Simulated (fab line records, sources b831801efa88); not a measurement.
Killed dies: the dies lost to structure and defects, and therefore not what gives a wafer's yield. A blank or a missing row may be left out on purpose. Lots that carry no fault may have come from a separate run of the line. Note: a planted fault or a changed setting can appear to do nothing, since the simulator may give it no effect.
Which tool is to blame?	flow sky130	33 wafers from 11 lots sampled at 2 of the route's 708 steps

## WHAT THE GAUGES SHOWED, per wafer
SKY_LI_CONTACT_THK_MEAS_01.
lot	measured	on	LI_CONTACT_HDPCVD_THK (nm)
L877	day 28 14:43	film_metro-02	934 914 918
L876	day 28 21:57	film_metro-02	960 945 937
L878	day 29 17:47	film_metro-03	954 962 915
L879	day 29 18:04	film_metro-03	922 904 908
L881	day 30 00:38	film_metro-03	933 926 899
L882	day 32 18:47	film_metro-04	1480 942 913 1481 941 914
L892	day 33 03:33	film_metro-04	930 925 920
L896	day 34 06:04	film_metro-02	909 920 919
L897	day 34 14:28	film_metro-02	897 907 909
L898	day 35 02:34	film_metro-04	921 928 923
L899	day 35 06:22	film_metro-03	911 916 911

## WHAT TOOL EACH LOT RAN ON (gives the tool, then ch and the chambers of the sampled wafers, and finally the start)
lot	SKY_LI_CONTACT_HDPCVD_00
L877	hdpcvd-02 ch 0,1,2, day 28 14:37
L876	hdpcvd-01 ch 1,2, day 28 21:50
L878	hdpcvd-01 ch 0,1, day 29 17:41
L879	hdpcvd-02 ch 0,1, day 29 17:55
L881	hdpcvd-02 ch 1,2, day 30 00:31
L882	hdpcvd-01 ch 0,1,2, day 32 18:43
L892	hdpcvd-02 ch 0, day 33 03:23
L896	hdpcvd-02 ch 0,2, day 34 05:57
L897	hdpcvd-02 ch 1,2, day 34 14:22
L898	hdpcvd-02 ch 0,1,2, day 35 02:28
L899	hdpcvd-02 ch 0,1,2, day 35 06:16
- SKY_LI_CONTACT_HDPCVD_00: deposits PSG, target thk 930 nm, time 155 s.

## THE ANSWER, worked out from the rows above alone
Rule: the usual values come from the lots themselves. The widest of any qualifying gaps counts: lots, ordered by their means at a reading, are off when they make up no more than a third of the lots, leave a main group of 4 or more, and stand apart from it by 3 or more times the standard deviation of that group's means. Not used: any main group whose means are identical at the precision the tables above print for the reading. Also off: a lot with no number at a reading for which 4 or more lots have one. Where the step has rows for the other lots, those lots are counted as sound.
Off: at SKY_LI_CONTACT_THK_MEAS_01 (LI_CONTACT_HDPCVD_THK), L882. The main group has a mean of 923 nm with a standard deviation of 13.
If a tool, at a process step before that reading, ran all the lots that are off and no sound lot after the first of them, it fits. Gauges at SKY_LI_CONTACT_THK_MEAS_01: tried the same way as those tools. One fits: SKY_LI_CONTACT_HDPCVD_00 on hdpcvd-01. Its last sound lot is L878 (day 29 17:41), its first lot that is off L882 (day 32 18:43): a fault that began between those two fits.

## WHAT THE SIMULATOR HAD INSERTED
hdpcvd-01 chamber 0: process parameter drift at SKY_LI_CONTACT_HDPCVD_00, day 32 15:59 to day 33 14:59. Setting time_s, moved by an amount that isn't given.
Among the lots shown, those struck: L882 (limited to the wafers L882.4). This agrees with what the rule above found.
